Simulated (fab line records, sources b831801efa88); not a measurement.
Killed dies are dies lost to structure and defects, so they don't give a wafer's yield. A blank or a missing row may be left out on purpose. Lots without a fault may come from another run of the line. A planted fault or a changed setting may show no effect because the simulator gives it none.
One fault seen from 2 desks | flow sky130 | each desk has only its own numbers; what lay behind them comes last

THE TOOL OWNER'S DESK: implanter-02
The tool's own readings at SKY_LDD_LDN_IMPLANT_08: means of the sampled wafers that have a number, for each lot that ran on this tool. A lot is out of limits, marked OUT, if its mean lies more than 4 standard deviations from the usual mean; the brackets give that distance.
Columns: A = beam_energy_keV at SKY_LDD_LDN_IMPLANT_08, usual 15.000; B = rotation_deg at SKY_LDD_LDN_IMPLANT_08, usual 22.999 degrees
lot  | first seen here | A                        | B
L456 | day 24 11:28    | 14.997                   | 23.007
L463 | day 26 20:27    | 15.001                   | 23.022
L468 | day 28 09:49    | 14.997                   | 22.988
L472 | day 29 22:44    | 21.133 (+99 or more) OUT | 23.021
L475 | day 30 13:49    | 21.137 (+99 or more) OUT | 23.005
This desk's finding: out of limits on L472, L475; first on L472, day 29 22:44 (beam_energy_keV at SKY_LDD_LDN_IMPLANT_08). In limits: L456, L463, L468.

THE METROLOGY DESK
What the gauges read, lot by lot, whatever tool the lot ran on: means of the sampled wafers that have a number. A lot is out of limits, marked OUT, if its mean lies more than 4 standard deviations from the usual mean; the brackets give that distance.
Columns: A = LDD_N_OVL at SKY_LDD_N_OVL_MEAS_07, usual -0.4 nm; B = LDD_LDN_TW at SKY_LDD_LDN_TW_MEAS_13, usual 1479; C = cd_nm at SKY_POLY_CUT_CD_MEAS_08, usual 269.6 nm
lot  | first seen here | A    | B               | C
L454 | day 18 15:36    | -0.5 | 1467            | 271.5
L455 | day 19 02:37    | 1.3  | 1491            | 271.0
L456 | day 19 07:52    | -3.0 | 1468            | 267.5
L458 | day 20 02:09    | -0.9 | 1485            | 270.4
L460 | day 20 13:47    | 1.1  | 1481            | 268.8
L463 | day 21 18:14    | 0.0  | 1474            | 268.8
L464 | day 22 02:28    | -0.1 | 1484            | 270.4
L468 | day 23 11:11    | -0.6 | 1491            | 268.2
L472 | day 25 02:38    | -1.1 | 1515 (+4.3) OUT | 267.2
L473 | day 25 10:38    | 0.6  | 1472            | 271.7
L474 | day 25 13:17    | -0.7 | 1476            | 269.5
L475 | day 25 17:57    | -0.1 | 1524 (+5.4) OUT | 268.4
This desk's finding: out of limits on L472, L475; first on L472, day 29 23:26 (LDD_LDN_TW at SKY_LDD_LDN_TW_MEAS_13). In limits: L454, L455, L456, L458, L460, L463, L464, L468, L473, L474.

PUT TOGETHER
The tool owner's desk could have raised an alarm at day 29 22:44, on L472, L475.
The metrology desk could have raised an alarm at day 29 23:26, on L472, L475.
Of the lots named, all ran SKY_LDD_LDN_IMPLANT_08 on implanter-02.

WHAT THE SIMULATOR HAD PUT IN
Process parameter drift: implanter-02, from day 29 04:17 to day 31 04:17, at SKY_LDD_LDN_IMPLANT_08. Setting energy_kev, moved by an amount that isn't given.
Lots struck among those shown: L472, L475.
Hours from the fault's start to each desk's first reading out of limits: the tool owner's desk, 18; the metrology desk, 19.
